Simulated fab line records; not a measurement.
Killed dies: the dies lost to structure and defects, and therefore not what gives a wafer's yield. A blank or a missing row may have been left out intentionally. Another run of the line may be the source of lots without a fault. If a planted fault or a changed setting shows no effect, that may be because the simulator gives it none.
8D (eight disciplines) problem report, filled in by code || flow sky130 || the parts of the form that need people (team, actions taken, sign-off) are left out

1. WHAT WENT WRONG
Mean of killedAtFrontEnd at SKY_PAD_OPEN_PROBE_99: 57 across 9 wafers in 3 lots; on wafers with no fault it is 16 (standard deviation 4.1). Measured from the usual mean, that is +9.9 standard deviations.
Earliest sighting: wafer L144.1 on prober-01 at day 48 05:17. Wafers with a number at this step in the record: 15, from 5 lots. Rule for "out" (also "out of limits"): further than 4 standard deviations from the usual mean. Any other wafer with a number is counted as sound.

2. WHAT IT IS, AND WHAT IT ISN'T
{"question": "which readings at this step", "is": "killedAtFrontEnd", "is not": "killedAtContacts, killedAtOther"}
{"question": "which lots", "is": "L144, L145, L146", "is not": "L133, L141"}
{"question": "which wafers of those lots", "is": "all that have a number", "is not": "-"}
{"question": "read on which tools", "is": "prober-01, prober-02", "is not": "-"}
{"question": "when", "is": "from day 48 05:17", "is not": "up to then (6 sound wafers)"}

3. THE SUSPECTS, EACH WITH WHAT RULES IT OUT
Counting: a tool at a process step up to the reading stays a suspect if it ran every lot that is out and no sound lot after the first of them.
- lpcvd-02 at SKY_FIELD_ISO_CVD_03 (deposits Si3N4 from DCS/NH3, target thk 165 nm, time 2830 s): kept. Every lot that is out went through it, starting with L144 (day 3 20:02), and after that it ran no sound lot; the last sound lot it ran before then is L141 (day 3 04:56).
After counting, what remains is lpcvd-02 at SKY_FIELD_ISO_CVD_03.

4. THE CAUSE (what the simulator had put in)
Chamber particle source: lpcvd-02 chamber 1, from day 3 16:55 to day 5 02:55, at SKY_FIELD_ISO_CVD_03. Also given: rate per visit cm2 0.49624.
After counting, this tool was the only one left.

5. THE CHAIN OF EFFECTS, in route order
Rows list readings where the struck wafers' mean (over those with a number) sits beyond 3 standard deviations from the usual. Readings are gone through only where the record gives a usual standard deviation; hours: the median, over the lots, of the time from a lot's start at the first step in this table giving one to that lot's start at this step; sigmas: the change measured in usual standard deviations.
{"hours": 0, "step": "SKY_PAD_OPEN_PROBE_99", "reading": "killedAtFrontEnd", "usual": 16, "on struck wafers": 57, "change": "+41", "sigmas": "+9.9"}
{"hours": 0, "step": "SKY_PAD_OPEN_PROBE_99", "reading": "killedDies", "usual": 88, "on struck wafers": 121, "change": "+33", "sigmas": "+3.6"}
Process steps it contains:
- SKY_PAD_OPEN_PROBE_99

6. HOW IT WOULD HAVE BEEN CAUGHT EARLIER
The fault began at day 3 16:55; the first out-of-limits reading in this record came at day 48 05:17, 1068 hours later.
Tool readings at SKY_FIELD_ISO_CVD_03 with a usual standard deviation given in the record: none out on any struck wafer, hence no alarm at a limit of 4 standard deviations on them.
By day 48 05:17 the whole set of lots that are out, 3 in number, had already begun SKY_FIELD_ISO_CVD_03 on lpcvd-02. Had the tool been put on hold then, not one of them would have been saved.
